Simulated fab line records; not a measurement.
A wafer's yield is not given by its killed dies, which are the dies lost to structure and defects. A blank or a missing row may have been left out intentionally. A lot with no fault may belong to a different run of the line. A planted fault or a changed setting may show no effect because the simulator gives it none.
fab line records	flow sky130
record lots=6	wafers=18	last-day=49
route steps=708 shown VIA3@587 METAL4@598 CAP2M@603 PAD_OPEN@708
lots that met no fault: taken from a fault-free run of the same line
start-h: start of the lot's first displayed wafer, in hours after the record's first day	wait-h: time in hours since the lot's previous step	" unchanged from the row above	L1.1+2: a single row standing in for several wafers	- no value, or no start was given	* or withheld: withheld	< > ~ a bound
route shown NAME@n: names a module that has steps shown in the file, with the first one's number in the route	usual: the fault-free wafers' mean and standard deviation	same: alike in all rows	chamber/n: place in a boat	sites: per-site readings	_std_site: how widely they spread, as a standard deviation	_edge_site: the outer-site mean with the inner-site mean subtracted	radius-mm: for every site, how far away it sits from the centre of the wafer	mask NAME#n: copy n	behind: the most recent tool/chamber to have shaped the wafer	hold: why the lot was held/for how many hours/how that ended	device: the n, p or np transistor that did not switch	end of line: tests run on the same wafers once the route is complete	a step given without rows: its recipe and nothing more	killed: dies lost to structure and defects at the first sort, not the wafer's yield	map: per-die view of a wafer (x killed, . not killed, _ where there is no die)
set.NAME: setting as actually run; set.NAME@STEP: the setting as run at that earlier step	model.NAME: the simulator's own value behind a step, which no gauge read
lots at some steps of the route; a table a step, a row a wafer
services: a tool's chamber out of use, with start hour (start-h, from the record's first day; less than 0 if before it), hours out, and reason
## steps
# step SKY_VIA3_ETCH_14
# recipe chemistry=N2/H2	target=BARC	ion-energy-ev=200	source-w=500	bias-w=100	pressure-mtorr=30	n2-flow-sccm=100	h2-flow-sccm=200	stop-on=SiO2	time-s=45.9	target-depth-a=600
# usual drypump-motor-current-A=5.8/0.39	oes-product-au=0.855/0.0049	throttle-valve-pct=13.226/0.009
lot.wafer	tool	chamber	start-h	wait-h	drypump-motor-current-A	oes-product-au	rf-hours-counter-h	throttle-valve-pct
L235.1	rie-diel-04	1	941.17	0.0	5.2	0.860	13	13.218
L235.2	"	2	"	"	6.3	0.858	16	13.228
L235.5	"	1	"	"	5.2	0.860	-	13.231
L239.2	rie-diel-04	2	991.97	0.0	6.3	0.856	18	13.226
L239.3	"	0	"	"	6.0	0.855	17	13.228
L239.5	"	1	"	"	5.2	0.855	-	13.219
L244.1	rie-diel-04	3	1012.57	0.0	5.8	0.849	26	13.228
L244.3	"	2	"	"	6.3	0.863	18	13.243
L244.6	"	0	"	"	6.0	0.847	-	13.232
L246.1	rie-diel-04	3	1023.57	0.0	5.8	0.857	27	13.231
L246.3	"	0	"	"	6.0	0.850	18	13.239
L246.6	"	2	"	"	6.3	0.848	-	13.237
L249.2	rie-diel-04	3	1032.92	0.0	5.8	0.866	27	13.228
L249.3	"	2	"	"	6.3	0.864	19	13.225
L249.4	"	1	"	"	5.2	0.853	16	13.235
L251.1	rie-diel-04	0	1048.47	0.0	6.0	0.856	19	13.246
L251.5	"	2	"	"	6.3	0.859	-	13.228
L251.6	"	1	"	"	5.2	0.863	-	13.227
# step SKY_VIA3_ETCH_15
# recipe target=SiO2	chemistry=C4F8/O2/Ar	target-depth-nm=507	stop-on=TiN	mask-material=KrF-thick	source-w=1500	bias-w=1200	pressure-mtorr=40	c4f8-flow-sccm=withheld	O2_flow_sccm=6	Ar_flow_sccm=300	time-s=78
# usual oes-product-au=0.946/0.0047
lot.wafer	tool	chamber	start-h	wait-h	oes-product-au	rf-hours-counter-h
L235.1	rie-diel-04	1	941.21	0.0	0.940	13
L235.2	"	2	"	"	0.947	16
L235.5	"	1	"	"	0.948	-
L239.2	rie-diel-04	2	992.01	0.0	0.942	18
L239.3	"	0	"	"	0.945	17
L239.5	"	1	"	"	0.951	-
L244.1	rie-diel-04	3	1012.62	0.0	0.950	26
L244.3	"	2	"	"	0.945	18
L244.6	"	0	"	"	0.946	-
L246.1	rie-diel-04	3	1023.61	0.0	0.942	27
L246.3	"	0	"	"	0.946	18
L246.6	"	2	"	"	0.944	-
L249.2	rie-diel-04	3	1032.96	0.0	0.946	27
L249.3	"	2	"	"	0.945	19
L249.4	"	1	"	"	0.950	16
L251.1	rie-diel-04	0	1048.52	0.0	0.948	19
L251.5	"	2	"	"	0.946	-
L251.6	"	1	"	"	0.945	-
# step SKY_VIA3_STRIP_16
# recipe chemistry=O2/N2	power-w=1400	pressure-mtorr=1500	platen-temp-c=withheld	o2-flow-sccm=3000	n2-flow-sccm=300	overash-fraction=0.5
# step SKY_VIA3_STRIP_17
# recipe chemistry=post-etch-residue-remover	time-s=1200	temp-c=72.5
# step SKY_VIA3_CLEAN_18
# recipe chemistry=IPA	time-s=180	temp-c=25
# step SKY_VIA3_CLEAN_19
# recipe chemistry=O3/DIW	dry=n2-spin
# step SKY_VIA3_SPUTTER_20
# recipe material=TiN	target-thk-nm=20	chamber-pressure-pa=5	power-w=4000	time-s=80
# step SKY_VIA3_CVD_21
# recipe material=W	target-thk-nm=390	time-s=117.31	temp-c=400	pressure-torr=40
# usual chamber-pressure-Torr=40.00/0.09	heater-power-w=848/73
lot.wafer	tool	chamber	start-h	wait-h	chamber-pressure-Torr	heater-power-w
L235.1	cvd-w-01	0	941.96	0.0	39.81	899
L235.2	"	1	"	"	39.93	847
L235.5	"	1	"	"	40.01	871
L239.2	cvd-w-02	0	992.82	0.0	40.13	708
L239.3	"	1	"	"	40.08	869
L239.5	"	0	"	"	40.02	729
L244.1	cvd-w-01	1	1013.33	0.0	40.00	843
L244.3	"	0	"	"	39.96	918
L244.6	"	0	"	"	39.93	918
L246.1	cvd-w-01	1	1024.32	0.0	40.06	889
L246.3	"	0	"	"	40.04	915
L246.6	"	0	"	"	39.96	933
L249.2	cvd-w-02	1	1033.80	0.1	39.89	880
L249.3	"	1	"	"	40.05	885
L249.4	"	0	"	"	40.06	721
L251.1	cvd-w-01	0	1049.27	0.0	39.98	917
L251.5	"	0	"	"	40.13	900
L251.6	"	1	"	"	39.94	863
# step SKY_VIA3_RS_MEAS_22
# recipe thk-meas-gauge=four-point-probe	reads=W_of_VIA3_CVD_21+TiN_of_VIA3_SPUTTER_20
# usual VIA3_W_RS=0.292/0.003
lot.wafer	tool	chamber	start-h	wait-h	VIA3_W_RS[ohm/sq]
L235.1	film-metro-02	-	942.08	0.1	0.292
L235.2	"	-	"	"	0.290
L235.5	"	-	"	"	0.292
L239.2	film-metro-03	-	992.96	0.1	0.298
L239.3	"	-	"	"	0.297
L239.5	"	-	"	"	0.294
L244.1	film-metro-03	-	1013.45	0.1	0.297
L244.3	"	-	"	"	0.293
L244.6	"	-	"	"	0.293
L246.1	film-metro-03	-	1024.45	0.1	0.289
L246.3	"	-	"	"	0.291
L246.6	"	-	"	"	0.288
L249.2	film-metro-02	-	1033.94	0.1	0.291
L249.3	"	-	"	"	0.292
L249.4	"	-	"	"	0.290
L251.1	film-metro-02	-	1049.40	0.1	0.295
L251.5	"	-	"	"	0.293
L251.6	"	-	"	"	0.298
# step SKY_VIA3_THK_MEAS_23
# recipe thk-meas-gauge=xrf	reads=W_of_VIA3_CVD_21
# usual VIA3_W_THK=402/6.2
lot.wafer	tool	chamber	start-h	wait-h	VIA3_W_THK[nm]
L235.1	film-metro-02	-	942.20	0.1	403
L235.2	"	-	"	"	405
L235.5	"	-	"	"	402
L239.2	film-metro-03	-	993.07	0.1	404
L239.3	"	-	"	"	403
L239.5	"	-	"	"	410
L244.1	film-metro-03	-	1013.57	0.1	401
L244.3	"	-	"	"	406
L244.6	"	-	"	"	409
L246.1	film-metro-03	-	1024.57	0.1	411
L246.3	"	-	"	"	407
L246.6	"	-	"	"	416
L249.2	film-metro-02	-	1034.05	0.1	405
L249.3	"	-	"	"	400
L249.4	"	-	"	"	407
L251.1	film-metro-02	-	1049.52	0.1	400
L251.5	"	-	"	"	401
L251.6	"	-	"	"	395
# step SKY_VIA3_CMP_24
# recipe stop-on=SiO2	t-overpolish-s=20	down-force-psi=3.5	platen-rpm=60	target-thk-nm=0	pad-velocity-m-s=0.94248
# step SKY_METAL4_SPUTTER_00
# recipe material=Ti	target-thk-nm=15	power-w=3000	time-s=10	chamber-pressure-pa=0.4
# step SKY_METAL4_SPUTTER_01
# recipe material=TiN	target-thk-nm=20	power-w=6500	time-s=16.7	chamber-pressure-pa=0.4
# usual throttle-valve-pct=30.1/0.8
lot.wafer	tool	chamber	start-h	wait-h	throttle-valve-pct
L235.1	pvd-sputter-03	-	942.58	0.0	29.6
L235.2	"	-	"	"	29.5
L235.5	"	-	"	"	29.0
L239.2	pvd-sputter-04	-	993.45	0.0	30.4
L239.3	"	-	"	"	29.0
L239.5	"	-	"	"	30.4
L244.1	pvd-sputter-02	-	1013.95	0.0	30.4
L244.3	"	-	"	"	30.0
L244.6	"	-	"	"	29.4
L246.1	pvd-sputter-02	-	1024.95	0.0	30.2
L246.3	"	-	"	"	30.2
L246.6	"	-	"	"	31.2
L249.2	pvd-sputter-02	-	1034.43	0.0	30.6
L249.3	"	-	"	"	30.9
L249.4	"	-	"	"	29.4
L251.1	pvd-sputter-03	-	1049.90	0.0	29.2
L251.5	"	-	"	"	29.6
L251.6	"	-	"	"	31.0
# step SKY_METAL4_SPUTTER_02
# recipe material=AlCu	target-thk-nm=735	power-w=10600	time-s=39.1	chamber-pressure-pa=0.4
# usual throttle-valve-pct=30.0/0.81
lot.wafer	tool	chamber	start-h	wait-h	throttle-valve-pct
L235.1	pvd-sputter-03	-	942.61	0.0	29.2
L235.2	"	-	"	"	29.4
L235.5	"	-	"	"	29.2
L239.2	pvd-sputter-04	-	993.47	0.0	30.4
L239.3	"	-	"	"	28.6
L239.5	"	-	"	"	30.4
L244.1	pvd-sputter-02	-	1013.98	0.0	30.7
L244.3	"	-	"	"	30.7
L244.6	"	-	"	"	29.3
L246.1	pvd-sputter-02	-	1024.97	0.0	30.3
L246.3	"	-	"	"	30.2
L246.6	"	-	"	"	31.0
L249.2	pvd-sputter-02	-	1034.45	0.0	30.6
L249.3	"	-	"	"	30.8
L249.4	"	-	"	"	29.1
L251.1	pvd-sputter-03	-	1049.93	0.0	29.0
L251.5	"	-	"	"	29.7
L251.6	"	-	"	"	31.2
# step SKY_METAL4_SPUTTER_03
# recipe material=Ti	target-thk-nm=5	power-w=3000	time-s=3.3	chamber-pressure-pa=0.4
# step SKY_METAL4_SPUTTER_04
# recipe material=TiN	target-thk-nm=70	power-w=6500	time-s=58.3	chamber-pressure-pa=0.4
# step SKY_CAP2M_CVD_00
# recipe material=SiO2	target-thk-nm=15.5	temp-c=400	time-s=withheld	rf-w=450
# step SKY_CAP2M_THK_MEAS_01
# recipe reads=SiO2_of_CAP2M_CVD_00
# usual CAP2M_CVD_00_THK=15.52/0.21
lot.wafer	tool	chamber	start-h	wait-h	CAP2M_CVD_00_THK[nm]
L235.1	film-metro-01	-	942.74	-	15.50
L235.2	"	-	"	"	15.55
L235.5	"	-	"	"	15.77
L239.2	film-metro-03	-	993.62	-	15.13
L239.3	"	-	"	"	15.54
L239.5	"	-	"	"	15.47
L244.1	film-metro-01	-	1014.11	-	15.22
L244.3	"	-	"	"	15.20
L244.6	"	-	"	"	15.32
L246.1	film-metro-01	-	1025.11	-	15.36
L246.3	"	-	"	"	15.55
L246.6	"	-	"	"	15.60
L249.2	film-metro-04	-	1034.59	-	15.46
L249.3	"	-	"	"	15.74
L249.4	"	-	"	"	15.81
L251.1	film-metro-04	-	1050.05	-	14.94
L251.5	"	-	"	"	15.42
L251.6	"	-	"	"	15.62
# step SKY_CAP2M_SPUTTER_02
# recipe material=TiN	target-thk-nm=200	temp-c=300	power-w=6500	time-s=166.7	chamber-pressure-pa=0.4
# step SKY_CAP2M_RS_MEAS_03
# recipe thk-meas-gauge=four-point-probe	reads=TiN_of_CAP2M_SPUTTER_02
# usual CAP2M_TIN_RS=6.94/0.062
lot.wafer	tool	chamber	start-h	wait-h	CAP2M_TIN_RS[ohm/sq]
L235.1	film-metro-04	-	942.91	0.1	6.99
L235.2	"	-	"	"	6.92
L235.5	"	-	"	"	6.96
L239.2	film-metro-03	-	993.96	0.2	6.94
L239.3	"	-	"	"	6.87
L239.5	"	-	"	"	6.94
L244.1	film-metro-04	-	1014.28	0.1	6.86
L244.3	"	-	"	"	6.90
L244.6	"	-	"	"	6.89
L246.1	film-metro-03	-	1025.28	0.1	6.88
L246.3	"	-	"	"	6.96
L246.6	"	-	"	"	6.95
L249.2	film-metro-03	-	1034.77	0.1	6.98
L249.3	"	-	"	"	6.88
L249.4	"	-	"	"	6.94
L251.1	film-metro-01	-	1050.22	0.1	6.97
L251.5	"	-	"	"	7.10
L251.6	"	-	"	"	6.97
# step SKY_CAP2M_THK_MEAS_04
# recipe thk-meas-gauge=xrf	reads=TiN_of_CAP2M_SPUTTER_02
# usual CAP2M_TIN_THK=201.7/2
lot.wafer	tool	chamber	start-h	wait-h	CAP2M_TIN_THK[nm]
L235.1	film-metro-04	-	943.03	0.1	200.5
L235.2	"	-	"	"	201.6
L235.5	"	-	"	"	200.1
L239.2	film-metro-03	-	994.07	0.1	201.7
L239.3	"	-	"	"	202.7
L239.5	"	-	"	"	201.7
L244.1	film-metro-04	-	1014.40	0.1	205.3
L244.3	"	-	"	"	204.4
L244.6	"	-	"	"	203.4
L246.1	film-metro-03	-	1025.40	0.1	202.8
L246.3	"	-	"	"	200.5
L246.6	"	-	"	"	200.9
L249.2	film-metro-03	-	1034.88	0.1	201.1
L249.3	"	-	"	"	204.6
L249.4	"	-	"	"	201.6
L251.1	film-metro-01	-	1050.34	0.1	199.3
L251.5	"	-	"	"	197.3
L251.6	"	-	"	"	199.1
# step SKY_CAP2M_DEHYDRATE_05
# recipe temp-c=200	time-s=60
# step SKY_CAP2M_HMDS_06
# recipe prime-time-s=60	prime-temp-c=120
# step SKY_CAP2M_COAT_07
# recipe resist=NOVOLAK	spin-rpm=3000	resist-thk-nm=1140
# step SKY_CAP2M_SOFTBAKE_08
# recipe temp-c=90	time-s=60	resist=NOVOLAK
# step SKY_CAP2M_EXPOSE_09
# recipe mask-id=CAP2M	na=0.6	source-shape=conventional	sigma-outer=0.6	polarization=unpolarized	target-cd-nm=1000	dose-mj=159
# step SKY_CAP2M_PEB_10
# recipe temp-c=withheld	time-s=*	resist=NOVOLAK
# step SKY_CAP2M_DEVELOP_11
# recipe resist=NOVOLAK	developer=TMAH	develop-time-s=60	dev-temp-c=23
# step SKY_CAP2M_OVL_MEAS_12
# usual CAP2M_OVL=1.3/1.1
lot.wafer	tool	chamber	start-h	wait-h	CAP2M_OVL[nm]
L235.1	overlay-01	-	965.76	0.1	0.4
L235.2	"	-	"	"	1.6
L235.5	"	-	"	"	1.0
L239.2	overlay-02	-	1017.12	0.1	-0.4
L239.3	"	-	"	"	1.0
L239.5	"	-	"	"	0.2
L244.1	overlay-01	-	1036.22	0.1	2.0
L244.3	"	-	"	"	1.7
L244.6	"	-	"	"	1.4
L246.1	overlay-02	-	1047.17	0.1	1.3
L246.3	"	-	"	"	2.4
L246.6	"	-	"	"	2.6
L249.2	overlay-01	-	1056.46	0.1	0.1
L249.3	"	-	"	"	-0.6
L249.4	"	-	"	"	0.4
L251.1	overlay-02	-	1070.75	0.1	0.7
L251.5	"	-	"	"	1.7
L251.6	"	-	"	"	1.2
# step SKY_CAP2M_METAL_ETCH_13
# recipe target-depth-nm=220	stop-on=SiO2	chemistry=Cl2/BCl3	target=TiN	pressure-mtorr=10	icp-w=900	bias-w=48.5	Cl2_flow_sccm=60	bcl3-flow-sccm=30	time-s=62.9
# usual drypump-motor-current-A=5.49/0.26	he-backside-leak-sccm=3.33/0.3	oes-product-au=0.938/0.0071	throttle-valve-pct=21.903/0.009
lot.wafer	tool	chamber	start-h	wait-h	drypump-motor-current-A	he-backside-leak-sccm	oes-product-au	rf-hours-counter-h	throttle-valve-pct
L235.1	rie-metal-04	0	965.80	0.0	5.87	3.22	0.940	0	21.914
L235.2	"	1	"	"	5.87	3.76	0.928	2	21.893
L235.5	"	1	"	"	5.90	3.48	0.940	-	21.920
L239.2	rie-metal-03	0	1017.15	0.0	5.31	3.39	0.944	11	21.910
L239.3	"	0	"	"	5.31	3.45	0.944	-	21.899
L239.5	"	0	"	"	5.29	3.36	0.934	-	21.909
L244.1	rie-metal-03	0	1036.25	0.0	5.31	5.98	0.943	12	21.896
L244.3	"	0	"	"	5.27	3.49	0.946	-	21.898
L244.6	"	0	"	"	5.30	3.42	0.943	-	21.908
L246.1	rie-metal-04	0	1047.20	0.0	5.81	3.05	0.955	5	21.891
L246.3	"	1	"	"	5.88	3.41	0.930	-	21.884
L246.6	"	1	"	"	5.88	3.56	0.935	-	21.896
L249.2	rie-metal-03	0	1056.49	0.0	5.29	3.42	0.939	13	21.912
L249.3	"	1	"	"	5.37	2.95	0.946	-	21.898
L249.4	"	0	"	"	5.27	3.44	0.936	-	21.904
L251.1	rie-metal-03	0	1070.79	0.0	5.29	3.42	0.937	15	21.909
L251.5	"	0	"	"	5.28	3.54	0.922	-	21.909
L251.6	"	0	"	"	5.29	3.43	0.932	-	21.890
# step SKY_CAP2M_STRIP_14
# recipe chemistry=O2/N2	power-w=1400	pressure-mtorr=1500	platen-temp-c=withheld	o2-flow-sccm=3000	n2-flow-sccm=300	overash-fraction=0.5
# step SKY_CAP2M_STRIP_15
# recipe chemistry=post-etch-residue-remover	time-s=1200	temp-c=72.5
# step SKY_CAP2M_CLEAN_16
# recipe chemistry=IPA	time-s=180	temp-c=25
# step SKY_CAP2M_CLEAN_17
# recipe chemistry=O3/DIW	dry=n2-spin
# step SKY_METAL4_DEHYDRATE_05
# recipe temp-c=200	time-s=60
# step SKY_METAL4_HMDS_06
# recipe prime-time-s=60	prime-temp-c=120
# step SKY_METAL4_COAT_07
# recipe resist=BARC	temp-c=withheld	time-s=withheld	spin-rpm=3000	resist-thk-nm=60
# step SKY_METAL4_COAT_08
# recipe resist=KrF-thick	spin-rpm=3000	resist-thk-nm=1140
# step SKY_METAL4_SOFTBAKE_09
# recipe temp-c=100	time-s=90	resist=KrF-thick
# step SKY_METAL4_EXPOSE_10
# recipe mask-id=MM4	na=0.68	source-shape=annular	sigma-inner=0.4	sigma-outer=0.8	target-cd-nm=300	dose-mj=28
# step SKY_METAL4_PEB_11
# recipe peb-temp-c=withheld	peb-time-s=withheld	resist=KrF-thick
# step SKY_METAL4_DEVELOP_12
# recipe develop-time-s=60	resist=KrF-thick	dev-temp-c=21
# step SKY_PAD_OPEN_PROBE_99
# usual defect-limited-yield=82.7/1.9	killed_at_M0_to_M3=43/6.8	killed_at_M4_up=3.0/1.8	killed-at-contacts=23/5.4	killed-at-front-end=15/4.4	killed-at-other=0.3/0.51	killed-dies=85/9.2	killed-open=47/6.8	killed-short=39/6.8	sort_bin_3_pad_short=0.8/0.43	sort_bin_5_function=10.3/1.5	sort_bin_6_memory=6.2/0.96	sort-n-pass=407/9.2	sort-yield-pct=82.7/1.9
# same gross-dies=492	killed-at-back-side=0	sort_bin_4_leakage[%]=0	sort_bin_8_speed[%]=0
lot.wafer	tool	chamber	start-h	wait-h	defect-limited-yield[%]	killed_at_M0_to_M3	killed_at_M4_up	killed-at-contacts	killed-at-front-end	killed-at-other	killed-dies	killed-open	killed-short	sort_bin_3_pad_short[%]	sort_bin_5_function[%]	sort_bin_6_memory[%]	sort-n-pass	sort-yield-pct[%]	model.etest.tester.sort-n-pass	model.etest.tester.sort-yield-pct	model.etest.tester.sort_bin_5_pct	model.etest.tester.sort_bin_3_pct
L244.1	prober-01	-	1144.43	0.1	81.9	42	5	20	22	0	89	53	36	0.8	11.0	6.3	403	81.9	403	81.91	10.98	0.813
L244.3	prober-01	-	1144.53	0.2	82.7	40	3	27	15	0	85	55	30	0.2	11.4	5.7	407	82.7	407	82.72	11.38	0.2033
L244.6	prober-01	-	1144.68	0.2	82.5	47	3	25	11	0	86	43	43	0.8	11.4	5.3	406	82.5	406	82.52	11.38	0.813
L246.1	prober-01	-	1155.84	0.1	70.9	34	72	22	14	1	143	32	41	4.5	18.1	6.5	349	70.9	349	70.94	18.09	4.472
L246.3	prober-01	-	1155.94	0.2	71.1	36	70	23	13	0	142	39	33	5.7	16.5	6.7	350	71.1	350	71.14	16.46	5.691
L246.6	prober-01	-	1156.09	0.2	71.3	40	67	20	14	0	141	44	33	4.7	18.7	5.3	351	71.3	351	71.34	18.7	4.675
L249.2	prober-02	-	1164.33	0.1	71.5	43	73	6	18	0	140	37	31	4.5	17.5	6.5	352	71.5	352	71.54	17.48	4.472
L249.3	prober-02	-	1164.38	0.2	71.3	36	67	25	13	0	141	54	22	3.7	19.1	5.9	351	71.3	351	71.34	19.11	3.659
L249.4	prober-02	-	1164.43	0.2	78.7	38	38	14	15	0	105	32	36	3.3	12.8	5.3	387	78.7	387	78.66	12.8	3.252
L251.1	prober-02	-	1176.43	0.1	83.5	45	3	14	18	1	81	48	33	0.6	10.2	5.7	411	83.5	411	83.54	10.16	0.6098
L251.5	prober-02	-	1176.63	0.2	81.5	44	6	22	19	0	91	51	40	1.4	10.6	6.5	401	81.5	401	81.5	10.57	1.423
L251.6	prober-02	-	1176.68	0.2	82.3	41	3	30	13	0	87	47	40	0.6	10.6	6.5	405	82.3	405	82.32	10.57	0.6098
# killed by level:class
L244.1 VIA1:geometric-particle:open=11 FIELD_ISO:geometric-particle:short=9 VIA2:geometric-particle:open=9 CONTACT:geometric-particle:open=8 FIELD_ISO:geometric-particle:open=5 POLY_GATE:geometric-particle:open=5 LI_CONTACT:geometric-particle:open=5 METAL1:geometric-particle:short=5
L244.3 VIA2:geometric-particle:open=11 LI_CONTACT:geometric-particle:open=10 CONTACT:geometric-particle:open=9 FIELD_ISO:geometric-particle:open=8 VIA3:geometric-particle:open=5 POLY_GATE:geometric-particle:open=4 VIA1:geometric-particle:open=4 CONTACT:geometric-particle:short=4
L244.6 LI_CONTACT:geometric-particle:open=10 VIA1:geometric-particle:open=10 METAL2:geometric-particle:short=7 CONTACT:geometric-particle:open=7 VIA1:geometric-particle:short=7 CONTACT:geometric-particle:short=6 VIA3:geometric-particle:short=6 VIA2:geometric-particle:open=6
L246.1 METAL4:unspecified=70 CONTACT:geometric-particle:open=8 VIA1:geometric-particle:short=7 VIA3:geometric-particle:short=5 LI_CONTACT:geometric-particle:open=5 VIA3:geometric-particle:open=5 POLY_GATE:geometric-particle:open=4 POLY_GATE:geometric-particle:short=4
L246.3 METAL4:unspecified=70 LI_CONTACT:geometric-particle:open=12 VIA1:geometric-particle:open=7 VIA3:geometric-particle:open=6 METAL1:geometric-particle:short=6 FIELD_ISO:geometric-particle:short=4 METAL2:geometric-particle:short=4 POLY_GATE:geometric-particle:open=3
L246.6 METAL4:unspecified=63 VIA1:geometric-particle:open=8 LI_CONTACT:geometric-particle:open=7 METAL2:geometric-particle:short=7 CONTACT:geometric-particle:open=6 POLY_GATE:geometric-particle:open=5 VIA1:geometric-particle:short=5 VIA3:geometric-particle:open=5
L249.2 METAL4:unspecified=72 VIA1:geometric-particle:open=14 METAL1:geometric-particle:short=6 FIELD_ISO:geometric-particle:open=5 VIA2:geometric-particle:open=5 VIA3:geometric-particle:short=5 POLY_GATE:geometric-particle:open=4 METAL2:geometric-particle:short=4
L249.3 METAL4:unspecified=65 CONTACT:geometric-particle:open=12 VIA2:geometric-particle:open=10 VIA1:geometric-particle:open=9 LI_CONTACT:geometric-particle:open=8 FIELD_ISO:geometric-particle:open=6 METAL3:geometric-particle:short=5 VIA1:geometric-particle:short=4
L249.4 METAL4:unspecified=37 VIA1:geometric-particle:open=9 METAL2:geometric-particle:short=6 VIA3:geometric-particle:open=5 CONTACT:geometric-particle:open=5 METAL1:geometric-particle:short=5 FIELD_ISO:geometric-particle:short=4 POLY_GATE:geometric-particle:short=4
L251.1 VIA1:geometric-particle:open=11 VIA3:geometric-particle:open=9 METAL1:geometric-particle:short=7 VIA2:geometric-particle:open=6 CONTACT:geometric-particle:open=6 LI_CONTACT:geometric-particle:open=5 METAL2:geometric-particle:short=5 FIELD_ISO:geometric-particle:short=4
L251.5 VIA3:geometric-particle:open=11 VIA1:geometric-particle:open=10 POLY_GATE:geometric-particle:open=7 CONTACT:geometric-particle:open=7 VIA2:geometric-particle:open=6 POLY_GATE:geometric-particle:short=5 LI_CONTACT:geometric-particle:open=5 LOCAL_INTERCONNECT:geometric-particle:short=4
L251.6 CONTACT:geometric-particle:open=10 VIA1:geometric-particle:open=8 METAL1:geometric-particle:short=8 VIA2:geometric-particle:open=7 LI_CONTACT:geometric-particle:open=6 CONTACT:geometric-particle:short=5 VIA1:geometric-particle:short=5 LOCAL_INTERCONNECT:geometric-particle:open=4
# map L246.1 (x killed, . not)
__________..x...x..._________
________...x........x._______
______x.xx...x.....xx..._____
_____........xxxx.x......____
____.....x...xxxxx.x.x....___
___........xxxxxxxxx.xx.x.x__
__......x.xxxxxxxxx........._
_....x..x.xxxxxxxxxx.x....x..
_..x..x....xxxxxxxxxx....x...
_.....x..xxxxxxxxxxx..x....x.
_............xxxxxx..........
_............xx.x.x......x..x
_...........x.x.xx...xx.....x
_x.x....x.x...x....xx..x.....
_...x...x...........x........
__.x..............xx.....x.x_
___..xx........x......x....__
____.....x.......x...x....___
_____..x.x...xx..........____
______x....x......x..x.._____
________..x........x.._______
__________x...x.x..x_________
# map L249.3 (x killed, . not)
__________x.....xxx._________
________...x....xx...._______
______....x.x..x........_____
_____..........x.........____
____xx..............x.....___
___.........x............x.__
__...........x.x.x..x.....x._
_x.....x...x..xx.x.x.........
_...x.x..xxxxxxxx.x......x.xx
_....x..xxxxxxxxx....x.......
_......xxxxxxxxxxx....x..x...
_...xx.xxxxxxxxxxx.x..x......
_.......xxxxxxxxxx.......x.x.
_...x..x.xxxxxxxxx.x.x.....xx
_......x..xxxxxxx............
__.xxx....x..xxxxx.........._
___.x...xx..x........x.....__
____...................x..___
_____...x...............x____
______..x...x.......x..._____
________.xx.xx........_______
__________..x......._________
## services
tool	chamber	start-h	hours	kind
cvd-w-01	-	918.00	14.6	pm
rie-metal-03	1	924.56	20.9	repair
cvd-w-02	1	934.45	14.6	repair
rie-diel-04	1	962.95	9.9	repair
rie-diel-04	3	980.89	3.2	repair
cvd-w-01	0	983.84	4.6	repair
rie-metal-04	1	984.65	1.3	repair
rie-metal-03	0	987.24	25.1	repair
rie-metal-03	-	999.42	0.6	repair
cvd-w-02	-	1007.77	6.9	pm
cvd-w-02	-	1014.67	14.6	pm
pvd-sputter-02	3	1016.01	-	consumable-replace:kit
pvd-sputter-02	3	1016.01	18.0	scheduled-down
pvd-sputter-02	3	1016.01	18.0	vent-cycle
rie-diel-04	1	1018.24	9.8	repair
pvd-sputter-04	-	1022.26	1.9	repair
cvd-w-01	1	1028.23	13.9	repair
cvd-w-02	-	1029.43	2.8	pm
cvd-w-01	-	1033.31	2.8	pm
cvd-w-02	1	1034.46	7.3	repair
cvd-w-02	0	1035.70	9.4	repair
pvd-sputter-03	-	1045.19	1.1	repair
rie-metal-03	-	1047.56	2.8	pm
cvd-w-02	-	1065.54	0.3	repair
## key
first-sign step=SKY_PAD_OPEN_PROBE_99	reading=killed_at_M4_up	direction=up	sigmas=34	usual=3.0	struck=64.5
effect step=SKY_PAD_OPEN_PROBE_99	reading=sort_bin_3_pad_short	direction=up	sigmas=8.2	usual=0.8	struck=4.4
model-effect step=SKY_PAD_OPEN_PROBE_99	value=etest.tester.sort-n-pass	without=408.7	struck=356.7
met-at SKY_METAL4_SPUTTER_01
struck-wafers L246.1,L246.3,L246.6,L249.2,L249.3,L249.4
onset-between 1013.95 1024.95
also-fits SKY_METAL4_SPUTTER_02:pvd-sputter-02
fault kind=chamber-particle-source	tool=pvd-sputter-02	chamber=-	onset-h=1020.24	steps=SKY_METAL4_SPUTTER_01	rate-per-visit-cm2=2.0773	end-h=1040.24
